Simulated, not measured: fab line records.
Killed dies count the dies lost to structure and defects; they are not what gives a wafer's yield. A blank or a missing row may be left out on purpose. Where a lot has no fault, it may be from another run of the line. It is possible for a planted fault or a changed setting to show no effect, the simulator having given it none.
Chamber matching -- flow gf180mcu -- 4 sister chambers for GF_POLY_GATE_ETCH_13 on rie si-02
The step etches poly-Si in HBr/Cl2, stops on SiO2, target depth 198.5 nm, time 69.6 s. 4 wafers are shown with their chamber, then 7 later ones without.

== WAFERS, EACH WITH ITS CHAMBER ==
wafer,chamber,drypump motor current A (A)
L672.1,1,5.7
L672.4,2,5.6
L674.2,3,4.8
L674.3,0,5.5

== WAFERS WITHOUT THEIR CHAMBER ==
wafer,drypump motor current A (A)
L674.5,5.7
L680.2,5.6
L680.3,5.4
L680.6,5.5
L683.1,5.7
L683.3,5.5
L683.5,5.6

== WHICH CHAMBER EACH ONE RAN IN ==
wafer,from the rows above,in truth
L674.5,1,1
L680.2,2,2
L680.3,0,0
L680.6,0,0
L683.1,1,1
L683.3,0,0
L683.5,2,2
7 of 7 placed correctly. From these rows, 0 cannot be placed. Placed wrongly: 0.
How it was worked out, from the rows above alone: a wafer's distance from a chamber is the root of the sum, over the readings, of the square of ((its reading less the chamber's mean) divided by the reading's scatter). The wafer belongs to the nearest chamber; if the next one is less than 2 further off, it can't be placed. The mean given for a chamber averages the wafers shown for that chamber. The scatter: root of mean squared gap, hidden wafer to nearest shown wafer, with one shown wafer a chamber.
